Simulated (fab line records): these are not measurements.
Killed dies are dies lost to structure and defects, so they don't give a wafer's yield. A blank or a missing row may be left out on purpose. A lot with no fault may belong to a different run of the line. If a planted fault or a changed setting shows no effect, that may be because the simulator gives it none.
fab line records	flow sky130
record: lots: 14	wafers: 42	lastDay: 50
route steps=708 shown SONOS_ONO@185 POLY_GATE@236 LDD_HVP@287 LDD_LDN@301 SPACER@306
lots with no fault: from the same line, run without faults
startH: hours from the record's first day to the start of the lot's first wafer shown	waitH: hours from the lot's prior step to this one	" the same as in the row above	L1.1+2: one row covering several wafers at once	- either no value or no given start	* or withheld: withheld	< > ~ a bound
route shown NAME@n: a module of which the file shows steps, and the number in the route of the first	usual: average and standard deviation across the fault-free wafers	same: alike in all rows	chamber/n: place in a boat	sites: per-site readings	_std_site: how widely they spread, as a standard deviation	_edge_site: mean of outer sites minus mean of inner sites	radiusMm: how far each site lies from the wafer's centre	mask NAME#n: copy n	behind: tool/chamber where the wafer was last shaped	hold: reason for holding the lot/hours on hold/outcome of the hold	device: whichever transistor did not switch (one of n, p or np)	end of line: the route-end tests of the same wafers	step lacking rows: just its recipe	killed: count of dies lost to structure and defects at first sort (not the wafer's yield)	map: the dies of a wafer, with x for killed, . for not killed, _ for no die there
set.NAME: the setting the step ran with; set.NAME@STEP: the setting that earlier step ran with	model.NAME: the simulator's own value behind a step, which no gauge read
route steps across a sampled set of lots; one table per step, one row per wafer
services: the hour from which a tool's chamber was out of use, counted from the record's first day as startH (under 0 if before that day), plus the number of hours and why
== steps ==
step: SKY_SONOS_ONO_STRIP_17
recipe: chemistry: O2/N2	powerW: 1400	pressureMtorr: 1500	platenTempC: withheld	o2FlowSccm: 3000	n2FlowSccm: 300	overashFraction: 0.5
usual: chamberPressureMTorr: 1499.9/2	drypumpMotorCurrentA: 5.5/0.55	oesProductAu: 0.709/0.004	stripTimeToEndpointS: 14.10/0.047
lot.wafer	tool	chamber	startH	waitH	chamberPressureMTorr	drypumpMotorCurrentA	oesProductAu	rfHoursCounterH	stripTimeToEndpointS
L292.2	plasmaAsher-04	0	272.43	0.0	1501.1	4.7	0.711	58	14.06
L292.5	"	0	"	"	1498.1	4.7	0.706	-	14.03
L292.6	"	1	"	"	1498.3	5.8	0.707	-	14.04
L293.2	plasmaAsher-04	1	281.14	0.0	1499.6	5.8	0.711	59	14.06
L293.4	"	0	"	"	1497.7	4.7	0.710	-	14.08
L293.6	"	0	"	"	1500.2	4.7	0.711	-	14.11
L294.1	plasmaAsher-02	0	292.08	0.0	1499.2	6.4	0.705	19	14.20
L294.2	"	1	"	"	1500.6	6.0	0.710	19	14.19
L294.3	"	0	"	"	1496.6	6.4	0.708	-	14.21
L295.1	plasmaAsher-02	0	299.78	0.0	1498.5	6.4	0.706	20	14.08
L295.2	"	1	"	"	1499.8	6.0	0.713	20	14.13
L295.4	"	1	"	"	1502.4	6.0	0.709	-	14.12
L296.1	plasmaAsher-01	1	323.73	0.0	1498.9	5.0	0.711	53	14.12
L296.4	"	1	"	"	1501.9	5.0	0.703	-	14.06
L296.6	"	1	"	"	1498.8	5.0	0.712	-	14.11
L297.1	plasmaAsher-01	0	330.18	0.0	1498.7	5.6	0.704	54	14.08
L297.2	"	1	"	"	1500.6	5.0	0.703	54	14.13
L297.6	"	0	"	"	1500.0	5.7	0.708	-	14.08
L304.1	plasmaAsher-04	0	374.58	0.0	1500.3	4.7	0.720	69	14.14
L304.2	"	1	"	"	1499.2	5.8	0.711	69	14.07
L304.4	"	1	"	"	1499.6	5.8	0.710	-	14.12
L307.2	plasmaAsher-04	1	400.08	0.0	1499.3	5.8	0.708	71	14.08
L307.3	"	1	"	"	1501.8	5.8	0.710	-	14.13
L307.6	"	1	"	"	1500.6	5.8	0.706	-	14.11
L308.4	plasmaAsher-01	1	402.24	0.0	1500.2	5.0	0.712	-	14.09
L308.5	"	0	"	"	1501.5	5.7	0.710	-	14.04
L308.6	"	1	"	"	1500.3	5.0	0.710	-	14.02
L310.3	plasmaAsher-01	1	421.82	0.0	1500.0	5.0	0.707	-	14.13
L310.5	"	1	"	"	1499.8	5.0	0.709	-	14.11
L310.6	"	0	"	"	1500.8	5.7	0.708	-	14.14
L312.1	plasmaAsher-01	0	442.65	0.0	1502.5	5.7	0.712	67	14.15
L312.2	"	1	"	"	1497.2	5.0	0.707	67	14.10
L312.4	"	0	"	"	1499.7	5.7	0.711	-	14.09
L311.1	plasmaAsher-01	0	444.63	0.0	1501.1	5.7	0.708	68	14.08
L311.4	"	1	"	"	1499.7	5.0	0.713	-	14.05
L311.5	"	1	"	"	1498.0	5.0	0.718	-	14.02
L313.1	plasmaAsher-04	1	466.83	0.0	1500.7	5.8	0.712	3	14.04
L313.4	"	0	"	"	1502.8	4.7	0.707	-	14.09
L313.5	"	1	"	"	1499.9	5.8	0.710	-	14.08
L315.1	plasmaAsher-04	0	471.63	0.0	1498.2	4.7	0.704	4	14.07
L315.4	"	1	"	"	1499.5	5.8	0.718	-	14.08
L315.5	"	1	"	"	1497.4	5.8	0.710	-	14.10
step: SKY_POLY_GATE_CD_MEAS_22
usual: cdNm: 150.8/2.7
lot.wafer	tool	chamber	startH	waitH	cdNm
L292.2	cdSem-01	-	361.63	0.1	151.3
L292.5	"	-	"	"	151.9
L292.6	"	-	"	"	149.3
L293.2	cdSem-02	-	370.81	0.1	154.3
L293.4	"	-	"	"	151.5
L293.6	"	-	"	"	151.6
L294.1	cdSem-01	-	382.32	0.1	147.7
L294.2	"	-	"	"	154.2
L294.3	"	-	"	"	151.9
L295.1	cdSem-02	-	391.67	0.1	148.8
L295.2	"	-	"	"	150.0
L295.4	"	-	"	"	149.6
L296.1	cdSem-01	-	421.87	0.1	148.9
L296.4	"	-	"	"	147.7
L296.6	"	-	"	"	152.4
L297.1	cdSem-02	-	428.36	0.1	147.7
L297.2	"	-	"	"	150.1
L297.6	"	-	"	"	149.8
L304.1	cdSem-01	-	478.17	0.1	150.8
L304.2	"	-	"	"	147.4
L304.4	"	-	"	"	147.5
L307.2	cdSem-02	-	503.13	0.1	154.0
L307.3	"	-	"	"	154.4
L307.6	"	-	"	"	153.8
L308.4	cdSem-01	-	504.44	0.1	151.7
L308.5	"	-	"	"	146.9
L308.6	"	-	"	"	152.4
L310.3	cdSem-01	-	523.01	0.1	154.8
L310.5	"	-	"	"	149.4
L310.6	"	-	"	"	151.5
L312.1	cdSem-02	-	542.79	0.1	153.4
L312.2	"	-	"	"	148.2
L312.4	"	-	"	"	145.3
L311.1	cdSem-01	-	548.15	0.1	149.2
L311.4	"	-	"	"	152.9
L311.5	"	-	"	"	153.0
L313.1	cdSem-01	-	565.75	0.1	153.1
L313.4	"	-	"	"	149.6
L313.5	"	-	"	"	149.5
L315.1	cdSem-02	-	572.45	0.1	151.5
L315.4	"	-	"	"	155.1
L315.5	"	-	"	"	152.4
step: SKY_LDD_HVP_STRIP_09
recipe: chemistry: O2/N2	powerW: 1400	pressureMtorr: 1500	platenTempC: withheld	o2FlowSccm: 3000	n2FlowSccm: 300	overashFraction: 0.5
usual: chamberPressureMTorr: 1499.9/1.3	drypumpMotorCurrentA: 5.5/0.4	oesProductAu: 0.408/0.0048	stripTimeToEndpointS: 4.138/0.014
lot.wafer	tool	chamber	startH	waitH	chamberPressureMTorr	drypumpMotorCurrentA	oesProductAu	rfHoursCounterH	stripTimeToEndpointS
L292.2	plasmaAsher-03	1	482.25	0.1	1498.5	5.4	0.405	76	4.127
L292.5	"	0	"	"	1500.0	5.4	0.399	-	4.131
L292.6	"	1	"	"	1496.5	5.4	0.407	-	4.126
L293.2	plasmaAsher-03	1	493.45	0.1	1498.5	5.4	0.400	77	4.145
L293.4	"	0	"	"	1500.9	5.4	0.404	-	4.148
L293.6	"	1	"	"	1501.6	5.4	0.407	-	4.128
L294.1	plasmaAsher-01	0	505.66	0.1	1500.9	5.6	0.409	74	4.124
L294.2	"	1	"	"	1501.4	5.0	0.406	74	4.144
L294.3	"	0	"	"	1501.9	5.6	0.409	-	4.149
L295.1	plasmaAsher-01	1	514.75	0.1	1499.1	5.0	0.405	75	4.148
L295.2	"	0	"	"	1500.0	5.7	0.411	75	4.156
L295.4	"	0	"	"	1497.9	5.7	0.412	-	4.147
L296.1	plasmaAsher-02	0	544.68	0.1	1497.1	6.4	0.411	37	4.150
L296.4	"	1	"	"	1500.2	6.0	0.404	-	4.123
L296.6	"	1	"	"	1501.9	5.9	0.404	-	4.130
L297.1	plasmaAsher-01	0	552.00	0.1	1499.1	5.6	0.410	79	4.138
L297.2	"	1	"	"	1500.0	5.0	0.401	79	4.136
L297.6	"	1	"	"	1501.1	5.0	0.408	-	4.129
L304.1	plasmaAsher-03	1	601.18	0.1	1501.4	5.3	0.410	88	4.150
L304.2	"	0	"	"	1500.6	5.4	0.404	88	4.133
L304.4	"	1	"	"	1500.7	5.4	0.409	-	4.126
L307.2	plasmaAsher-01	0	623.13	0.1	-	-	-	-	-
L307.3	"	1	"	"	-	-	-	-	-
L307.6	"	0	"	"	-	-	-	-	-
L308.4	plasmaAsher-03	1	625.43	0.1	-	-	-	-	-
L308.5	"	1	"	"	-	-	-	-	-
L308.6	"	0	"	"	-	-	-	-	-
L310.3	plasmaAsher-01	1	640.98	0.1	1500.9	5.0	0.405	-	4.123
L310.5	"	0	"	"	1499.5	5.7	0.405	-	4.133
L310.6	"	1	"	"	1498.9	5.0	0.419	-	4.134
L312.1	plasmaAsher-03	1	659.03	0.1	1501.3	5.3	0.410	94	4.145
L312.2	"	0	"	"	1499.5	5.4	0.412	94	4.131
L312.4	"	1	"	"	1498.6	5.4	0.407	-	4.137
L311.1	plasmaAsher-02	1	666.23	0.1	1499.9	6.0	0.409	49	4.167
L311.4	"	1	"	"	1498.6	6.0	0.413	-	4.156
L311.5	"	0	"	"	1501.0	6.4	0.404	-	4.160
L313.1	plasmaAsher-01	0	682.08	0.1	1499.6	5.7	0.406	91	4.153
L313.4	"	0	"	"	1498.5	5.7	0.414	-	4.163
L313.5	"	1	"	"	1496.8	5.0	0.413	-	4.152
L315.1	plasmaAsher-03	1	688.78	0.1	1502.0	5.4	0.416	97	4.151
L315.4	"	1	"	"	1499.8	5.4	0.412	-	4.150
L315.5	"	0	"	"	1499.7	5.4	0.413	-	4.150
step: SKY_LDD_LDN_STRIP_12
recipe: chemistry: O2/N2	powerW: 1400	pressureMtorr: 1500	platenTempC: withheld	o2FlowSccm: 3000	n2FlowSccm: 300	overashFraction: 0.5
usual: chamberPressureMTorr: 1500.0/1.3	drypumpMotorCurrentA: 5.5/0.58	oesProductAu: 0.715/0.0046	stripTimeToEndpointS: 14.18/0.037
lot.wafer	tool	chamber	startH	waitH	chamberPressureMTorr	drypumpMotorCurrentA	oesProductAu	rfHoursCounterH	stripTimeToEndpointS
L292.2	plasmaAsher-04	0	513.66	0.1	1501.4	4.7	0.711	8	14.16
L292.5	"	1	"	"	1498.1	5.8	0.714	-	14.18
L292.6	"	0	"	"	1502.5	4.7	0.722	-	14.16
L293.2	plasmaAsher-02	1	524.50	0.1	1500.5	6.0	0.708	35	14.16
L293.4	"	1	"	"	1499.9	6.0	0.713	-	14.14
L293.6	"	0	"	"	1501.4	6.4	0.719	-	14.10
L294.1	plasmaAsher-02	0	535.85	0.1	1499.9	6.4	0.718	36	14.25
L294.2	"	1	"	"	1497.8	6.0	0.711	36	14.23
L294.3	"	1	"	"	1500.0	6.0	0.718	-	14.24
L295.1	plasmaAsher-01	0	545.21	0.1	1500.5	5.6	0.710	78	14.19
L295.2	"	1	"	"	1499.7	5.0	0.719	78	14.23
L295.4	"	0	"	"	1500.3	5.6	0.721	-	14.20
L296.1	plasmaAsher-02	1	574.93	0.1	1500.5	6.0	0.716	40	14.18
L296.4	"	1	"	"	1498.9	6.0	0.714	-	14.20
L296.6	"	0	"	"	1500.4	6.4	0.720	-	14.19
L297.1	plasmaAsher-01	0	582.56	0.1	1499.8	5.6	0.712	82	14.20
L297.2	"	1	"	"	1500.2	5.0	0.715	82	14.20
L297.6	"	1	"	"	1502.1	5.0	0.710	-	14.18
L304.1	plasmaAsher-02	0	630.10	0.1	1498.6	6.4	0.715	46	14.17
L304.2	"	1	"	"	1497.6	6.0	0.717	46	14.15
L304.4	"	1	"	"	1498.6	5.9	0.720	-	14.15
L307.2	plasmaAsher-01	0	651.98	0.1	1499.8	5.7	0.717	88	18.77
L307.3	"	0	"	"	1498.7	5.7	0.717	-	18.79
L307.6	"	0	"	"	1501.0	5.7	0.720	-	18.79
L308.4	plasmaAsher-01	0	654.68	0.1	1500.0	5.6	0.716	-	18.73
L308.5	"	0	"	"	1500.8	5.7	0.725	-	18.72
L308.6	"	1	"	"	1499.7	5.0	0.710	-	18.67
L310.3	plasmaAsher-04	0	669.88	0.1	1501.0	4.7	0.717	-	14.20
L310.5	"	0	"	"	1500.1	4.7	0.704	-	14.16
L310.6	"	1	"	"	1498.3	5.8	0.714	-	14.23
L312.1	plasmaAsher-04	0	687.31	0.1	1499.8	4.7	0.718	26	14.19
L312.2	"	1	"	"	1501.5	5.8	0.710	26	14.19
L312.4	"	1	"	"	1501.1	5.8	0.717	-	14.21
L311.1	plasmaAsher-04	0	694.63	0.1	1499.3	4.7	0.708	26	14.15
L311.4	"	0	"	"	1501.1	4.7	0.722	-	14.13
L311.5	"	1	"	"	1500.0	5.8	0.721	-	14.17
L313.1	plasmaAsher-01	0	709.98	0.1	1501.8	5.7	0.717	93	14.21
L313.4	"	1	"	"	1499.4	5.0	0.718	-	14.20
L313.5	"	1	"	"	1499.2	5.0	0.712	-	14.20
L315.1	plasmaAsher-02	1	716.58	0.1	1501.0	6.0	0.717	54	14.22
L315.4	"	0	"	"	1499.2	6.4	0.714	-	14.22
L315.5	"	1	"	"	1499.1	6.0	0.714	-	14.20
step: SKY_LDD_LDN_TW_MEAS_13
usual: LDD_LDN_TW: 1480/14
lot.wafer	tool	chamber	startH	waitH	LDD_LDN_TW
L292.2	filmMetro-04	-	513.77	0.1	1476
L292.5	"	-	"	"	1481
L292.6	"	-	"	"	1479
L293.2	filmMetro-01	-	524.61	0.1	1516
L293.4	"	-	"	"	1512
L293.6	"	-	"	"	1517
L294.1	filmMetro-03	-	535.95	0.1	1478
L294.2	"	-	"	"	1485
L294.3	"	-	"	"	1473
L295.1	filmMetro-03	-	545.31	0.1	1485
L295.2	"	-	"	"	1477
L295.4	"	-	"	"	1481
L296.1	filmMetro-04	-	575.03	0.1	1460
L296.4	"	-	"	"	1465
L296.6	"	-	"	"	1460
L297.1	filmMetro-04	-	582.66	0.1	1474
L297.2	"	-	"	"	1473
L297.6	"	-	"	"	1476
L304.1	filmMetro-03	-	630.20	0.1	1479
L304.2	"	-	"	"	1472
L304.4	"	-	"	"	1467
L307.2	filmMetro-03	-	652.09	0.1	30
L307.3	"	-	"	"	30
L307.6	"	-	"	"	30
L308.4	filmMetro-04	-	654.78	0.1	30
L308.5	"	-	"	"	30
L308.6	"	-	"	"	30
L310.3	filmMetro-01	-	669.97	0.1	1506
L310.5	"	-	"	"	1510
L310.6	"	-	"	"	1504
L312.1	filmMetro-04	-	687.41	0.1	1468
L312.2	"	-	"	"	1470
L312.4	"	-	"	"	1477
L311.1	filmMetro-03	-	694.73	0.1	1466
L311.4	"	-	"	"	1476
L311.5	"	-	"	"	1477
L313.1	filmMetro-04	-	710.08	0.1	1476
L313.4	"	-	"	"	1466
L313.5	"	-	"	"	1479
L315.1	filmMetro-04	-	716.68	0.1	1473
L315.4	"	-	"	"	1474
L315.5	"	-	"	"	1478
step: SKY_SPACER_ETCHBACK_02
recipe: chemistry: CH3F/O2	target: Si3N4	stopOn: SiO2	sourceW: 400	biasW: 80	pressureMtorr: 25	ch3fFlowSccm: 40	O2_flow_sccm: 30	timeS: 46.7	targetDepthA: 450
usual: drypumpMotorCurrentA: 5.7/0.43	oesProductAu: 0.856/0.0064	throttleValvePct: 10.564/0.0095
lot.wafer	tool	chamber	startH	waitH	drypumpMotorCurrentA	oesProductAu	rfHoursCounterH	throttleValvePct
L292.2	rieDiel-01	0	516.71	0.0	5.3	0.846	7	10.555
L292.5	"	3	"	"	5.5	0.843	-	10.590
L292.6	"	2	"	"	5.6	0.849	-	10.563
L293.2	rieDiel-01	2	525.98	0.0	5.6	0.845	3	10.550
L293.4	"	3	"	"	5.5	0.859	10	10.571
L293.6	"	0	"	"	5.3	0.856	-	10.572
L294.1	rieDiel-04	0	538.33	0.1	6.3	0.846	15	10.558
L294.2	"	1	"	"	4.7	0.854	8	10.546
L294.3	"	2	"	"	6.2	0.847	48	10.565
L295.1	rieDiel-01	3	546.69	0.1	5.4	0.860	11	10.555
L295.2	"	1	"	"	5.5	0.854	9	10.559
L295.4	"	2	"	"	5.5	0.856	3	10.565
L296.1	rieDiel-03	0	576.79	0.1	6.0	0.854	55	10.565
L296.4	"	3	"	"	5.7	0.855	-	10.546
L296.6	"	1	"	"	5.5	0.849	-	10.574
L297.1	rieDiel-03	0	584.04	0.1	6.0	0.858	55	10.566
L297.2	"	3	"	"	5.7	0.860	8	10.570
L297.6	"	1	"	"	5.5	0.857	-	10.563
L304.1	rieDiel-03	3	633.08	0.1	5.7	0.854	9	10.580
L304.2	"	0	"	"	6.0	0.857	56	10.564
L304.4	"	3	"	"	5.8	0.855	-	10.573
L307.2	rieDiel-04	2	654.48	0.0	6.2	0.864	50	10.568
L307.3	"	3	"	"	5.8	0.866	6	10.575
L307.6	"	3	"	"	5.8	0.861	-	10.557
L308.4	rieDiel-01	1	657.04	0.0	5.5	0.860	11	10.547
L308.5	"	1	"	"	5.5	0.853	-	10.564
L308.6	"	0	"	"	5.3	0.858	-	10.560
L310.3	rieDiel-04	0	672.57	0.0	6.3	0.860	18	10.556
L310.5	"	2	"	"	6.2	0.856	-	10.561
L310.6	"	3	"	"	5.8	0.856	-	10.549
L312.1	rieDiel-04	2	689.38	0.1	6.2	0.856	51	10.566
L312.2	"	1	"	"	4.7	0.858	11	10.561
L312.4	"	3	"	"	5.8	0.862	7	10.560
L311.1	rieDiel-01	2	698.42	0.1	5.6	0.854	7	10.564
L311.4	"	1	"	"	5.5	0.857	12	10.553
L311.5	"	0	"	"	5.3	0.868	-	10.561
L313.1	rieDiel-04	0	714.87	0.1	6.3	0.844	19	10.561
L313.4	"	1	"	"	4.7	0.850	12	10.571
L313.5	"	1	"	"	4.7	0.841	-	10.578
L315.1	rieDiel-01	2	720.29	0.1	5.6	0.855	7	10.574
L315.4	"	3	"	"	5.5	0.855	16	10.570
L315.5	"	1	"	"	5.5	0.849	-	10.557
== services ==
tool	chamber	startH	hours	kind
plasmaAsher-03	-	254.26	42.4	pm
rieDiel-01	2	256.20	1.8	repair
rieDiel-01	0	304.37	6.3	repair
plasmaAsher-02	-	325.76	3.1	repair
rieDiel-01	-	356.35	14.6	pm
plasmaAsher-02	-	374.67	12.3	repair
plasmaAsher-02	-	402.15	52.0	repair
plasmaAsher-04	-	421.25	9.0	pm
plasmaAsher-03	-	422.87	0.7	repair
plasmaAsher-01	-	423.20	2.0	repair
plasmaAsher-04	-	436.05	9.4	repair
plasmaAsher-03	-	437.36	2.3	repair
rieDiel-01	2	440.83	19.7	repair
rieDiel-01	-	449.70	3.3	repair
plasmaAsher-01	-	454.53	1.9	repair
plasmaAsher-04	-	461.21	0.4	repair
plasmaAsher-04	-	475.84	2.6	repair
plasmaAsher-03	-	489.10	1.6	repair
plasmaAsher-02	-	509.18	1.6	repair
plasmaAsher-02	-	531.96	2.9	repair
plasmaAsher-02	-	559.04	0.4	repair
plasmaAsher-01	-	591.89	2.8	pm
plasmaAsher-02	-	673.16	2.3	repair
plasmaAsher-02	-	687.32	2.1	repair
== key ==
firstSign: step: SKY_LDD_HVP_STRIP_09	reading: toolRecord	direction: missing
effect: step: SKY_LDD_LDN_STRIP_12	reading: stripTimeToEndpointS	direction: up	sigmas: 99+	usual: *	struck: *
effect: step: SKY_LDD_LDN_TW_MEAS_13	reading: LDD_LDN_TW	direction: down	sigmas: 99+	usual: 1480	struck: 30
metAt SKY_LDD_HVP_STRIP_09
struckLots L307,L308
sortLeftOut L307.2,L307.3,L307.6,L308.4,L308.5,L308.6
testerLeftOut L307,L308
notActingAt SKY_SONOS_ONO_STRIP_17,SKY_POLY_GATE_CD_MEAS_22,SKY_SPACER_ETCHBACK_02
onsetBetween 601.18 623.13
fault: kind: skippedStepWhole	tool: plasmaAsher-01,plasmaAsher-03	chamber: -	onsetH: 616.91	steps: SKY_LDD_HVP_STRIP_09	scope: struckLotsOnly
testerLeftOut: of these lots the tester's yield and bins aren't shown, on N5 and GAA mostly nor the transistor test; their killed dies are dies lost to structure and defects alone, not to doping, threshold or leakage, so they don't give the yield
sortLeftOut: the simulated sort isn't trusted on such a fault, so these wafers' sort isn't shown, and their yield isn't known
